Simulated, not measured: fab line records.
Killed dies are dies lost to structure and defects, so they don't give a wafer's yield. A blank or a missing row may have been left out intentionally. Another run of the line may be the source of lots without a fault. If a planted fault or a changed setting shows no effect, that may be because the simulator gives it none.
Check of tool commonality || flow sky130 || 13 lots, 39 wafers sampled

## WHY THIS WAS OPENED
Of 13 lots, 3 have the reading LDD_LDN_TW flagged at SKY_LDD_LDN_TW_MEAS_13. Fault-free wafers read 1496, with a standard deviation of 20.
Rule: a lot gets a flag if all its wafers with a number sit over 4 standard deviations from that mean, or if no wafer of it has a number. As for the other lots, they are considered sound.

{"lot": "L542", "measured": "day 23 02:31", "on": "film-metro-04", "LDD_LDN_TW, wafer by wafer": "1449 1440 1447", "flag": ""}
{"lot": "L543", "measured": "day 23 17:01", "on": "film-metro-03", "LDD_LDN_TW, wafer by wafer": "1507 1498 1508", "flag": ""}
{"lot": "L544", "measured": "day 23 22:50", "on": "film-metro-03", "LDD_LDN_TW, wafer by wafer": "1610 1607 1604", "flag": "FLAGGED"}
{"lot": "L545", "measured": "day 24 10:11", "on": "film-metro-02", "LDD_LDN_TW, wafer by wafer": "1507 1502 1501", "flag": ""}
{"lot": "L546", "measured": "day 25 05:31", "on": "film-metro-03", "LDD_LDN_TW, wafer by wafer": "1619 1607 1609", "flag": "FLAGGED"}
{"lot": "L551", "measured": "day 26 04:40", "on": "film-metro-02", "LDD_LDN_TW, wafer by wafer": "1501 1500 1492", "flag": ""}
{"lot": "L554", "measured": "day 27 07:39", "on": "film-metro-03", "LDD_LDN_TW, wafer by wafer": "1610 1610 1611", "flag": "FLAGGED"}
{"lot": "L555", "measured": "day 27 16:38", "on": "film-metro-02", "LDD_LDN_TW, wafer by wafer": "1485 1496 1492", "flag": ""}
{"lot": "L556", "measured": "day 27 23:59", "on": "film-metro-02", "LDD_LDN_TW, wafer by wafer": "1489 1501 1510", "flag": ""}
{"lot": "L561", "measured": "day 29 21:20", "on": "film-metro-02", "LDD_LDN_TW, wafer by wafer": "1500 1500 1495", "flag": ""}
{"lot": "L562", "measured": "day 30 03:46", "on": "film-metro-03", "LDD_LDN_TW, wafer by wafer": "1514 1512 1512", "flag": ""}
{"lot": "L563", "measured": "day 30 09:23", "on": "film-metro-02", "LDD_LDN_TW, wafer by wafer": "1502 1499 1498", "flag": ""}
{"lot": "L564", "measured": "day 30 17:39", "on": "film-metro-02", "LDD_LDN_TW, wafer by wafer": "1501 1507 1504", "flag": ""}
The mean of the flagged lots' numbers is 1610, +114 from the usual (+6 standard deviations).

## WHICH TOOL EACH LOT WENT THROUGH
The record holds 1 process step before the reading, out of a route of 708 steps. Read each cell as the tool, then ch plus the chambers that the sampled wafers visited, then the start.
{"lot": "L542", "flag": "", "SKY_LDD_LDN_IMPLANT_08": "implanter-02 ch 0, day 23 01:50"}
{"lot": "L543", "flag": "", "SKY_LDD_LDN_IMPLANT_08": "implanter-03 ch 0, day 23 16:21"}
{"lot": "L544", "flag": "FLAGGED", "SKY_LDD_LDN_IMPLANT_08": "implanter-04 ch 0, day 23 21:51"}
{"lot": "L545", "flag": "", "SKY_LDD_LDN_IMPLANT_08": "implanter-04 ch 0, day 24 09:29"}
{"lot": "L546", "flag": "FLAGGED", "SKY_LDD_LDN_IMPLANT_08": "implanter-02 ch 0, day 25 04:31"}
{"lot": "L551", "flag": "", "SKY_LDD_LDN_IMPLANT_08": "implanter-03 ch 0, day 26 03:58"}
{"lot": "L554", "flag": "FLAGGED", "SKY_LDD_LDN_IMPLANT_08": "implanter-03 ch 0, day 27 06:35"}
{"lot": "L555", "flag": "", "SKY_LDD_LDN_IMPLANT_08": "implanter-04 ch 0, day 27 15:56"}
{"lot": "L556", "flag": "", "SKY_LDD_LDN_IMPLANT_08": "implanter-04 ch 0, day 27 23:17"}
{"lot": "L561", "flag": "", "SKY_LDD_LDN_IMPLANT_08": "implanter-04 ch 0, day 29 19:23"}
{"lot": "L562", "flag": "", "SKY_LDD_LDN_IMPLANT_08": "implanter-04 ch 0, day 30 03:06"}
{"lot": "L563", "flag": "", "SKY_LDD_LDN_IMPLANT_08": "implanter-03 ch 0, day 30 08:43"}
{"lot": "L564", "flag": "", "SKY_LDD_LDN_IMPLANT_08": "implanter-04 ch 0, day 30 16:58"}
These steps, and what they do:
- SKY_LDD_LDN_IMPLANT_08
- SKY_LDD_LDN_TW_MEAS_13

## FLAGGED OVER TOTAL, TOOL BY TOOL (the gauges that took the reading come last)
{"step": "SKY_LDD_LDN_IMPLANT_08", "tool": "implanter-02", "lots run": 2, "flagged": 1, "share of the flagged lots": "some", "sound lots run after its first flagged lot": 0}
{"step": "SKY_LDD_LDN_IMPLANT_08", "tool": "implanter-03", "lots run": 4, "flagged": 1, "share of the flagged lots": "some", "sound lots run after its first flagged lot": "1 (L563)"}
{"step": "SKY_LDD_LDN_IMPLANT_08", "tool": "implanter-04", "lots run": 7, "flagged": 1, "share of the flagged lots": "some", "sound lots run after its first flagged lot": "6 (L545,L555,L556,L561,L562,L564)"}
{"step": "SKY_LDD_LDN_TW_MEAS_13", "tool": "film-metro-02", "lots run": 7, "flagged": 0, "share of the flagged lots": "none", "sound lots run after its first flagged lot": "-"}
{"step": "SKY_LDD_LDN_TW_MEAS_13", "tool": "film-metro-03", "lots run": 5, "flagged": 3, "share of the flagged lots": "all", "sound lots run after its first flagged lot": "1 (L562)"}
{"step": "SKY_LDD_LDN_TW_MEAS_13", "tool": "film-metro-04", "lots run": 1, "flagged": 0, "share of the flagged lots": "none", "sound lots run after its first flagged lot": "-"}

## THE TABLE: WHAT IT ALLOWS
All flagged lots share 1 row of the table, namely film-metro-03 at SKY_LDD_LDN_TW_MEAS_13.
- film-metro-03 at SKY_LDD_LDN_TW_MEAS_13 ran 5 lots, 3 of them flagged. After the first flagged lot (L562), sound lots still ran on it; a lasting fault on the whole tool would not permit that.
No row of the table ran every flagged lot and no sound lot after the first.

## WHAT HAD BEEN PUT IN BY THE SIMULATOR
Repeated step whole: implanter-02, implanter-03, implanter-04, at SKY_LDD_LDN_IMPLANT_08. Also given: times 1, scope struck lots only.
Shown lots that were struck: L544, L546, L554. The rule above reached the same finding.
